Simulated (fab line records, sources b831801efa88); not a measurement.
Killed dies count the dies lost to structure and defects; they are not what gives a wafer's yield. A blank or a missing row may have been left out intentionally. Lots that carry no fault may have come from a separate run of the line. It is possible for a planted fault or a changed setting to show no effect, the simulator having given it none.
A struck lot beside a sound one	flow sky130	16 out of 708 route steps
Sound: the wafers L302.3, L302.5, L302.6. Struck: wafers L304.4, L304.5, L304.6. The cause is named last.
Per side, at each step with rows, come the tool, then ch with its chambers, and then its first start. Under that, the readings that differ: sound wafers	struck wafers	difference of the means	sigmas: that difference in standard deviations of wafers without a fault.
alike: readings with means less than 2 such deviations apart, plus words and numbers identical on both sides. not compared: withheld readings, readings lacking a value on some wafer, bounds such as >300 that could conceal the same value, and numbers that have no deviation in the record and whose values overlap.
The two part at a step that has a row with sigmas, a row that says differs or no value, or rows on one side only. Non-overlapping numbers with no deviation appear without sigmas and do not part them. A reading missing from all wafers of one side parts the sides only when that side holds two or more wafers.

first, 3 steps without rows for these wafers: SKY_VIA2_EXPOSE_09 (exposes mask VIM2, target cd 200 nm); SKY_VIA2_PEB_10; SKY_VIA2_DEVELOP_11 (develop time 60 s).
SKY_VIA2_CD_MEAS_12 targets a cd of 200 nm.
  sound: cd sem-01 at day 39 16:46; struck: cd sem-01 at day 40 07:24
  alike: cd nm
SKY_VIA2_OVL_MEAS_13:
  sound: overlay-02 at day 39 16:52; struck: overlay-02 at day 40 07:28
  alike: VIA2_OVL
SKY_VIA2_ETCH_14: etches BARC in N2/H2, stops on SiO2, time 45.9 s, target depth 60 nm.
  sound on rie diel-01 ch 0,2,3, day 39 16:53; struck on rie diel-01 ch 0,1,2, day 40 07:31
  alike: chamber pressure mTorr, drypump motor current A, oes product au, throttle valve pct
  not compared: rf hours counter h
SKY_VIA2_ETCH_15: etches SiO2 in C4F8/O2/Ar, stops on TiN, target depth 546 nm, time 84 s.
  sound on rie diel-01 ch 0,2,3, day 39 16:56; struck on rie diel-01 ch 0,1,2, day 40 07:34
  alike: chamber pressure mTorr, oes product au
  not compared: rf hours counter h
SKY_VIA2_STRIP_16: strips in O2/N2.
  sound on plasma asher-02 ch 0,1, day 39 17:01; struck on plasma asher-03 ch 0,1, day 40 07:38
  alike: chamber pressure mTorr, drypump motor current A, oes product au, strip time to endpoint s
  not compared: rf hours counter h
then, 3 steps without rows for these wafers: SKY_VIA2_STRIP_17 (strips in post etch residue remover, time 1200 s); SKY_VIA2_CLEAN_18 (cleans in IPA, time 180 s); SKY_VIA2_CLEAN_19 (cleans in O3/DIW).
SKY_VIA2_SPUTTER_20: material TiN, target thk 20 nm, time 80 s.
  sound: pvd sputter-04 at day 39 17:40; struck: pvd sputter-02 at day 40 08:16
  alike: throttle valve pct
SKY_VIA2_CVD_21: deposits W, target thk 420 nm, time 126.4 s.
  sound on cvd w-02 ch 0,1, day 39 17:47; struck on cvd w-01 ch 0,1, day 40 08:22
  no value came back on the struck wafers for chamber pressure Torr (Torr), heater power outer w (W), heater power w (W); on the sound wafers chamber pressure Torr (Torr) reads 40.02 40.14 40.10
  not compared: since wet clean h
SKY_VIA2_RS_MEAS_22: a four-point-probe measurement.
  sound: film metro-04 at day 39 17:55; struck: film metro-01 at day 40 08:31
reading	sound	struck	difference	sigmas
VIA2_W_RS (ohm/sq)	0.279 0.272 0.280	57.857 58.194 59.075	+58.098	+99 or more
SKY_VIA2_THK_MEAS_23: measures by xrf.
  sound: film metro-04 at day 39 18:01; struck: film metro-01 at day 40 08:36
reading	sound	struck	difference	sigmas
VIA2_W_THK (nm)	404 413 401	<0 <0 <0	differs	
SKY_VIA2_CMP_24: polishes, stops on SiO2, t overpolish 20 s, target thk 0 nm.
  sound on cmp-02 ch 0,2,3, day 39 18:09; struck on cmp-02 ch 1,2, day 40 08:38
reading	sound	struck	difference	sigmas
time to endpoint s (s)	101 102 101	4 4 7	-96	-30
  alike: edge zone pressure frac, motor current A

WHERE THEY PART
First at SKY_VIA2_CVD_21; last, within this record, at SKY_VIA2_CMP_24.

WHY: the cause the simulator had injected
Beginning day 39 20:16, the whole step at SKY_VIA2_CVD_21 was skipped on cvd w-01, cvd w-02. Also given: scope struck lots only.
